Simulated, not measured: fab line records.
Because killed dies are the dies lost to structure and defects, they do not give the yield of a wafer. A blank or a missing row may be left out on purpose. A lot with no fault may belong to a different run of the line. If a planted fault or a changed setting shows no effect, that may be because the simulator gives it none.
Struck lot and sound lot, side by side :: flow sky130 :: 21 out of 708 route steps
Sound: these wafers, L281.1, L281.4, L281.6. The struck wafers were L276.5, L276.6. The cause comes at the end.
Order at every step that has rows: each side's tool, ch and its chambers, its first start. Under that, the readings that differ: sound wafers :: struck wafers :: difference of the means :: sigmas: that difference in standard deviations of wafers without a fault.
alike: a reading whose means differ by less than 2 such deviations, as well as words and numbers matching on both sides. not compared: withheld readings; readings where some wafer has no value; bounds like >300 that might hide an equal value; numbers whose values overlap and for which the record gives no deviation.
Wherever a step has rows on one side only, a row that says differs or no value, or a row with sigmas, the two part there. Numbers that don't overlap but have no deviation are shown without sigmas and don't part them. Lack of a reading on every wafer of one side parts them only where that side has two or more wafers.

SKY_SD_N_RS_MEAS_17: uses a four-point probe to measure.
  sound on filmMetro-01, day 33 07:29; struck on filmMetro-01, day 31 05:36
  alike: SD_P_RS
SKY_SD_N_RS_MEAS_18: uses a four-point probe to measure.
  sound on filmMetro-01, day 33 07:36; struck on filmMetro-01, day 31 05:43
  alike: RES_XHIGH_RS
then, 2 steps without rows for these wafers: SKY_SALICIDE_CLEAN_00 (cleans in HF-last, time 30 s); SKY_LI_CONTACT_HDPCVD_00 (deposits PSG, target thk 930 nm, time 155 s).
SKY_LI_CONTACT_THK_MEAS_01:
  sound on filmMetro-02, day 33 07:50; struck on filmMetro-02, day 31 05:55
  alike: LI_CONTACT_HDPCVD_THK
SKY_LI_CONTACT_CMP_02: polishes PSG.
  sound on cmp-01 ch 0,2,3, day 33 08:01; struck on cmp-02 ch 1,2, day 31 06:08
  alike: motorCurrentA, retainingRingPressureFrac, timeToEndpointS
SKY_LI_CONTACT_BOW_MEAS_03:
  sound on filmMetro-01, day 33 08:13; struck on filmMetro-03, day 31 06:19
  alike: LI_CONTACT_BOW
then, 5 steps without rows for these wafers: SKY_LI_CONTACT_DEHYDRATE_04 (time 60 s); SKY_LI_CONTACT_HMDS_05 (prime time 60 s); SKY_LI_CONTACT_COAT_06 (resist thk 60 nm); SKY_LI_CONTACT_COAT_07 (resist thk 450 nm); SKY_LI_CONTACT_SOFTBAKE_08 (time 90 s).
SKY_LI_CONTACT_EXPOSE_09: exposes mask LICM1, target cd 170 nm.
  sound on krfScanner-02 ch 0, day 33 22:14; struck on krfScanner-01 ch 0, day 31 20:49
  alike: mask, stageVelMmS
then, 2 steps without rows for these wafers: SKY_LI_CONTACT_PEB_10; SKY_LI_CONTACT_DEVELOP_11 (develop time 60 s).
SKY_LI_CONTACT_CD_MEAS_12: target cd 170 nm.
  sound on cdSem-02, day 34 11:17; struck on cdSem-01, day 32 10:42
reading: cdNm (nm)
sound: 171.6 170.6 172.2
struck: 75.8 75.7
difference: -95.7
sigmas: -60
SKY_LI_CONTACT_OVL_MEAS_13:
  sound on overlay-02, day 34 11:25; struck on overlay-02, day 32 10:46
  alike: LI_CONTACT_OVL
SKY_LI_CONTACT_ETCH_14: etches BARC in N2/H2, stops on SiO2, time 45.9 s, target depth 60 nm.
  sound on rieDiel-03 ch 1,2,3, day 34 11:27; struck on rieDiel-04 ch 0,3, day 32 10:47
reading: model.LI_CONTACT.cdNm (nm)
sound: 172.4 170.2 172
struck: 75.67 76.08
difference: -95.66
sigmas: 
  alike: drypumpMotorCurrentA, oesProductAu, throttleValvePct
  not compared: rfHoursCounterH
SKY_LI_CONTACT_ETCH_15: etches PSG in C4F8/O2/Ar, stops on Si, target depth 600 nm.
  sound on rieDiel-03 ch 1,2,3, day 34 11:29; struck on rieDiel-04 ch 0,3, day 32 10:52
reading: model.LI_CONTACT.cdNm (nm)
sound: 172.6 169.7 171.7
struck: 75.96 76.5
difference: -95.10
sigmas: 
  alike: oesProductAu
SKY_LI_CONTACT_STRIP_16: strips in O2/N2.
  sound on plasmaAsher-04 ch 0,1, day 34 11:34; struck on plasmaAsher-03 ch 0,1, day 32 10:58
  alike: drypumpMotorCurrentA, oesProductAu, stripTimeToEndpointS
  not compared: rfHoursCounterH
-- record jumps: 16 days separate the struck wafers' starts on either side; left off in module LI_CONTACT, taken up again in module PAD_OPEN, whose first shown step is the route's number 708 --
SKY_PAD_OPEN_PROBE_99:
  only the struck wafers here have rows in the record (prober-02, day 48 14:09); the sound ones have none

== WHERE THEY PART ==
At SKY_LI_CONTACT_CD_MEAS_12 first; at SKY_PAD_OPEN_PROBE_99 last (within this record only).

WHY: what the simulator had put in
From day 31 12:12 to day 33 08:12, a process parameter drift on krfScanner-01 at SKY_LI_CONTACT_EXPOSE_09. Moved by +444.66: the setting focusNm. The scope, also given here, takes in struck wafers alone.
